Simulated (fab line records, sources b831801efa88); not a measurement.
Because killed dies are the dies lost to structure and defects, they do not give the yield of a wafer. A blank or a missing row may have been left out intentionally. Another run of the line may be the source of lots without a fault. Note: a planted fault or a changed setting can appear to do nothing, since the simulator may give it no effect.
A sampling plan put to the test :: flow gf180mcu :: one fab line, 9 faults that these records tell of, each judged on the records of the lots that it struck
What counts as the plan is the set of the line's own looks, namely the steps on the route at which a gauge or an inspection reads a wafer and does not change it. A look can be judged if struck wafers have a number there and the file gives its usual mean and standard deviation on fault-free wafers. Caught: the struck wafers' mean, at a look after the fault's first step, is 4 or more of those standard deviations (sigma) away from the usual mean. On the tool: here the same test is run on the tool's own readings at the fault's steps. Another recipe on the struck wafers, or a record that is blank for them alone, also counts as caught.

== THE FAULTS, as the simulator had put them in ==
1. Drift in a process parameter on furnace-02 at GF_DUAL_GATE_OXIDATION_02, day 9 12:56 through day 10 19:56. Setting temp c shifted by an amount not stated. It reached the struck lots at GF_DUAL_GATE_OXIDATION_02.
2. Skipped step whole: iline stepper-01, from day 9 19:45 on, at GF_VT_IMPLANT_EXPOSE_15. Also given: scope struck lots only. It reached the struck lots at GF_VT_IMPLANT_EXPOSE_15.
3. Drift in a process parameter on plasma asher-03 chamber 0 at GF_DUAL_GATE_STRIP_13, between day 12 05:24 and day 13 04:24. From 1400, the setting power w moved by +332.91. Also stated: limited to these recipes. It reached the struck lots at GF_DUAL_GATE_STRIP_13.
4. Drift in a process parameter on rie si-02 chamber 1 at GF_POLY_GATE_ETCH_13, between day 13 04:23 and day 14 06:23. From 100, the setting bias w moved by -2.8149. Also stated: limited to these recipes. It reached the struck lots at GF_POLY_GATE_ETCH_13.
5. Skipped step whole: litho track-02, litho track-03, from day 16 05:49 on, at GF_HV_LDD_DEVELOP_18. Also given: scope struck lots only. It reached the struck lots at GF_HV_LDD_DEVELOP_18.
6. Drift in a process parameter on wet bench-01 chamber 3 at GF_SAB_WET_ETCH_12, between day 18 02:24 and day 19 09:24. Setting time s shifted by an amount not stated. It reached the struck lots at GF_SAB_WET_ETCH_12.
7. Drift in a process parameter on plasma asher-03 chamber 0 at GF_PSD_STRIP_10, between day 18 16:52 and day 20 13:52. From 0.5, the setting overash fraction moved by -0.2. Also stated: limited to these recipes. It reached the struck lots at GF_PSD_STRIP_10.
8. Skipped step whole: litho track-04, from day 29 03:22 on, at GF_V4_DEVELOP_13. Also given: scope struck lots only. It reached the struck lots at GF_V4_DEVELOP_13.
9. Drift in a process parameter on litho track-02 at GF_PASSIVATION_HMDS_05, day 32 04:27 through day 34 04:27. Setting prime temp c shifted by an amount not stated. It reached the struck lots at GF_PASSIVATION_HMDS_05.

== WHAT THE PLAN SAW ==
fault: 1
on the tool itself: tube center temp C -42 sigma
first look that catches it: not the one look that can be judged after it
reading, sigma: -
median hours from its first step to that look: -
hours from the fault's start to the first struck lot there: -
judged looks passed uncaught: 1

fault: 2
on the tool itself: no reading that can be judged
first look that catches it: no look after it can be judged
reading, sigma: -
median hours from its first step to that look: -
hours from the fault's start to the first struck lot there: -
judged looks passed uncaught: 0

fault: 3
on the tool itself: strip time to endpoint s -59 sigma
first look that catches it: not the one look that can be judged after it
reading, sigma: -
median hours from its first step to that look: -
hours from the fault's start to the first struck lot there: -
judged looks passed uncaught: 1

fault: 4
on the tool itself: bias w -10 sigma
first look that catches it: not the one look that can be judged after it
reading, sigma: -
median hours from its first step to that look: -
hours from the fault's start to the first struck lot there: -
judged looks passed uncaught: 1

fault: 5
on the tool itself: the tool's record is blank for the struck wafers
first look that catches it: no look after it can be judged
reading, sigma: -
median hours from its first step to that look: -
hours from the fault's start to the first struck lot there: -
judged looks passed uncaught: 0

fault: 6
on the tool itself: run length s +16 sigma
first look that catches it: not the one look that can be judged after it
reading, sigma: -
median hours from its first step to that look: -
hours from the fault's start to the first struck lot there: -
judged looks passed uncaught: 1

fault: 7
on the tool itself: oes product au +12 sigma
first look that catches it: none of the 2 looks that can be judged after it
reading, sigma: -
median hours from its first step to that look: -
hours from the fault's start to the first struck lot there: -
judged looks passed uncaught: 2

fault: 8
on the tool itself: the tool's record is blank for the struck wafers
first look that catches it: no look after it can be judged
reading, sigma: -
median hours from its first step to that look: -
hours from the fault's start to the first struck lot there: -
judged looks passed uncaught: 0

fault: 9
on the tool itself: prime temp c +41 sigma
first look that catches it: no look after it can be judged
reading, sigma: -
median hours from its first step to that look: -
hours from the fault's start to the first struck lot there: -
judged looks passed uncaught: 0
A dash: the fault isn't caught, or these records don't give the number.

Caught at a look: 0 of 9. Caught on the tool: 8 of 9. By one or the other: 8 of 9.
Faults 1, 3, 4, 5, 6, 7, 8, 9 were caught on the tool alone.
Caught by neither: fault 2.
